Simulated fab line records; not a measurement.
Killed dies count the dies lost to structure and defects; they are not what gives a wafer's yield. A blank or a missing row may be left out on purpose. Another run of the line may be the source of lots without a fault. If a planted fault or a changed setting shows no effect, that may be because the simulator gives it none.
Matching of chambers || flow sfqLine || 4 sister chambers for SFQ_TRILAYER_I7_CMP_CMP_184 on cmp-01
The step polishes SiO2. 4 wafers are shown with their chamber, then 7 later ones without.

== WAFERS, EACH WITH ITS CHAMBER ==
{"wafer": "L934.4", "chamber": 2, "motorCurrentA (A)": 10.1}
{"wafer": "L934.5", "chamber": 3, "motorCurrentA (A)": 9.2}
{"wafer": "L943.1", "chamber": 0, "motorCurrentA (A)": 10.7}
{"wafer": "L943.2", "chamber": 1, "motorCurrentA (A)": 11.0}

== WAFERS WITH NO CHAMBER GIVEN ==
{"wafer": "L943.5", "motorCurrentA (A)": 10.8}
{"wafer": "L946.4", "motorCurrentA (A)": 10.6}
{"wafer": "L946.3", "motorCurrentA (A)": 9.5}
{"wafer": "L946.6", "motorCurrentA (A)": 11.0}
{"wafer": "L947.1", "motorCurrentA (A)": 10.8}
{"wafer": "L947.3", "motorCurrentA (A)": 9.5}
{"wafer": "L947.6", "motorCurrentA (A)": 10.6}

== WHICH CHAMBER EACH ONE RAN IN ==
{"wafer": "L943.5", "from the rows above": "can't be placed: 0 or 1", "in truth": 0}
{"wafer": "L946.4", "from the rows above": "can't be placed: 0 or 1", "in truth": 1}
{"wafer": "L946.3", "from the rows above": "can't be placed: 3 or 2", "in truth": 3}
{"wafer": "L946.6", "from the rows above": "can't be placed: 1 or 0", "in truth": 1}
{"wafer": "L947.1", "from the rows above": "can't be placed: 0 or 1", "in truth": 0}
{"wafer": "L947.3", "from the rows above": "can't be placed: 3 or 2", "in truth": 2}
{"wafer": "L947.6", "from the rows above": "can't be placed: 0 or 1", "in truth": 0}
0 of 7 placed correctly. Unplaceable from these rows: 7, with the true chamber sitting among the candidates in 7. Placed wrongly: 0.
How it was worked out, from the rows above alone: a wafer's distance from a chamber is the root of the sum, over the readings, of the square of ((its reading less the chamber's mean) divided by the reading's scatter). If the next closest chamber is less than 2 further off than the closest, the wafer can't be placed; otherwise it belongs to the closest. Each chamber's mean is taken over the wafers shown for it. The scatter (one wafer shown for each chamber): square how far every hidden wafer sits from the nearest shown wafer, average those squares and take the square root.
